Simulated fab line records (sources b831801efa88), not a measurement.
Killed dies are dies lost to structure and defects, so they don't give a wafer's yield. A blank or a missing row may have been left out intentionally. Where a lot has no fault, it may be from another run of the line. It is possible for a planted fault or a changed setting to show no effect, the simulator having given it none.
Matching of chambers    flow gf180mcu    GF_V2_CMP_04 on cmp-02 has 4 sister chambers
The step polishes SiO2. 16 wafers are shown with their chamber, then 8 later ones without.

## EACH WAFER AND ITS CHAMBER
wafer   chamber  motor-current-A (A)  time-to-endpoint-s (s)  retaining-ring-pressure-frac
L524.3  2        12.6                 76                      0.999
L524.4  3        14.7                 82                      0.996
L524.5  2        13.6                 76                      0.999
L526.1  1        12.7                 75                      0.997
L526.3  0        13.5                 77                      0.999
L526.4  3        14.5                 77                      0.997
L527.1  2        14.4                 76                      0.996
L527.2  0        13.3                 76                      1.000
L527.3  3        13.5                 82                      0.999
L528.1  2        13.6                 69                      1.001
L528.4  1        13.4                 81                      1.003
L528.6  1        12.3                 86                      0.998
L531.1  0        13.2                 76                      0.996
L531.5  2        13.7                 79                      1.001
L531.6  1        12.6                 86                      0.992
L533.3  3        14.1                 74                      1.003

SIGNATURES (averages over the wafers above)
reading                       chamber 0  chamber 1  chamber 2  chamber 3  scatter within a chamber
motor-current-A               13.333     12.750     13.580     14.200     0.515
time-to-endpoint-s            76.33      82.00      75.20      78.75      3.92
retaining-ring-pressure-frac  0.99833    0.99750    0.99920    0.99875    0.0031
Rule: for a wafer and a chamber, the distance is found by dividing, reading by reading, the gap between the wafer's reading and the chamber's mean by the reading's scatter, squaring, summing and taking the root. If the next closest chamber is less than 2 further off than the closest, the wafer can't be placed; otherwise it belongs to the closest. The scatter: take each reading less its chamber's mean, square it, sum over the shown wafers, divide by the number of wafers less the number of chambers, and take the root.

## WAFERS MISSING THEIR CHAMBER
wafer   motor-current-A (A)  time-to-endpoint-s (s)  retaining-ring-pressure-frac
L533.5  13.0                 77                      1.004
L533.6  13.9                 83                      1.007
L537.2  13.9                 74                      0.999
L537.3  13.9                 74                      1.000
L537.5  13.4                 78                      0.994
L543.2  13.4                 79                      1.004
L543.4  12.2                 84                      1.001
L543.5  12.4                 83                      0.993

## WHICH CHAMBER EACH ONE RAN IN
wafer   from the rows above                in truth
L533.5  can't be placed: 0 or 2 or 1 or 3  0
L533.6  can't be placed: 3 or 2 or 0 or 1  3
L537.2  can't be placed: 2 or 0 or 3       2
L537.3  can't be placed: 2 or 0 or 3       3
L537.5  can't be placed: 0 or 2 or 1 or 3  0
L543.2  can't be placed: 2 or 0 or 3 or 1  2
L543.4  can't be placed: 1 or 0 or 2       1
L543.5  can't be placed: 1 or 0            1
Correctly placed: 0 of 8. From these rows, 8 cannot be placed; in 8 the true chamber is one of the candidates. 0 placed wrongly.
